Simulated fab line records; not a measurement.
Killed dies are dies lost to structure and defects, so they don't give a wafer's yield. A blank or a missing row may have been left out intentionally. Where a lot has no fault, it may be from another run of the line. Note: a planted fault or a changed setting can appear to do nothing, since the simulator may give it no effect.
Which of the tools did it? ; flow gf180mcu ; 12 lots, 36 wafers sampled, at 2 steps of a route of 602

## WHAT THE GAUGES READ, wafer by wafer
GF_V5_CD_MEAS_14: the cd target is 260 nm.
lot;measured;on;cd-nm (nm)
L075;day 27 09:29;cd-sem-02;259.3 260.7 260.4
L077;day 28 03:53;cd-sem-02;260.1 259.7 260.4
L079;day 29 02:50;cd-sem-01;263.3 261.5 261.7
L081;day 29 09:17;cd-sem-01;261.1 258.9 259.4
L083;day 29 23:17;cd-sem-01;260.5 259.6 259.5
L085;day 30 11:47;cd-sem-02;258.8 259.5 258.9
L087;day 31 08:56;cd-sem-02;260.8 260.9 259.4
L089;day 31 14:47;cd-sem-01;261.4 262.3 261.9
L091;day 32 04:44;cd-sem-02;259.2 259.3 260.4
L093;day 32 18:41;cd-sem-02;260.9 260.9 260.5
L095;day 33 05:11;cd-sem-02;258.6 259.6 259.1
L096;day 33 17:17;cd-sem-01;258.4 260.1 260.8

## EACH LOT AND THE TOOL THAT RAN IT (in order: tool; ch and the chambers of the sampled wafers; start)
lot;GF_V4_STRIP_18
L075;plasma-asher-02 ch 0,1, day 24 13:50
L077;plasma-asher-03 ch 0,1, day 25 11:14
L079;plasma-asher-04 ch 0,1, day 26 10:56
L081;plasma-asher-03 ch 0,1, day 26 18:51
L083;plasma-asher-03 ch 0,1, day 27 09:10
L085;plasma-asher-04 ch 0,1, day 27 23:17
L087;plasma-asher-02 ch 1, day 28 20:51
L089;plasma-asher-04 ch 0,1, day 29 05:39
L091;plasma-asher-02 ch 0,1, day 29 19:45
L093;plasma-asher-02 ch 0,1, day 30 13:20
L095;plasma-asher-03 ch 0,1, day 30 21:56
L096;plasma-asher-03 ch 1, day 31 12:26
- GF_V4_STRIP_18: strips in O2/N2.

## THE ANSWER, worked out from the rows above alone
Rule: usual is defined by the lots themselves. The widest of any qualifying gaps counts: lots, ordered by their means at a reading, are off when they make up no more than a third of the lots, leave a main group of 4 or more, and stand apart from it by 3 or more times the standard deviation of that group's means. A main group is skipped when, at the precision printed for the reading in the tables above, its means are all equal. Also off: a lot with no number at a reading for which 4 or more lots have one. Where the step has rows for the other lots, those lots are counted as sound.
No lot is off on any of the readings shown, so nothing can be concluded from this.

## WHAT THE SIMULATOR PUT IN
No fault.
